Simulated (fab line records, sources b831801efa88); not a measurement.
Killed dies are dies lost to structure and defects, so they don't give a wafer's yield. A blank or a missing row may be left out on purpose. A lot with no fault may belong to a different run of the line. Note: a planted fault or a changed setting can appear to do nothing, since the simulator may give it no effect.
Which tool was responsible? + flow sky130 + 6 lots, 18 wafers sampled, at 1 step of a route of 708

## WHAT THE GAUGES READ, wafer by wafer
SKY_VIA2_THK_MEAS_01.
| lot  | measured     | on            | VIA2_HDPCVD_THK (nm) |
|------|--------------|---------------|----------------------|
| L432 | day 36 15:58 | film metro-03 | 1174 1148 1152       |
| L439 | day 40 00:22 | film metro-03 | 1174 1164 1163       |
| L442 | day 40 04:50 | film metro-01 | 1173 1163 1168       |
| L446 | day 40 09:30 | film metro-01 | 1171 1151 1163       |
| L448 | day 40 10:31 | film metro-01 | 1183 1166 1182       |
| L450 | day 40 22:34 | film metro-01 | 1161 1182 1168       |

## WHAT TOOL EACH LOT RAN ON (gives the tool, then ch and the chambers of the sampled wafers, and finally the start)
No process step before these readings appears in the record.

## THE ANSWER, worked out from the rows above alone
Rule: the lots themselves supply what counts as usual. Put in order of their means at a reading, lots are off if they are a third of the lots or fewer, leave a main group of 4 or more, and stand apart from it by a gap of 3 or more times the standard deviation of the main group's means; of several such gaps the widest counts. If all means in a main group match to the digits the tables above print for the reading, that group is not used. Also off: a lot with no number at a reading for which 4 or more lots have one. Any other lot the step has rows for is counted as sound.
No lot is off at any reading shown: from this, nothing can be told.

## WHAT THE SIMULATOR HAD INSERTED
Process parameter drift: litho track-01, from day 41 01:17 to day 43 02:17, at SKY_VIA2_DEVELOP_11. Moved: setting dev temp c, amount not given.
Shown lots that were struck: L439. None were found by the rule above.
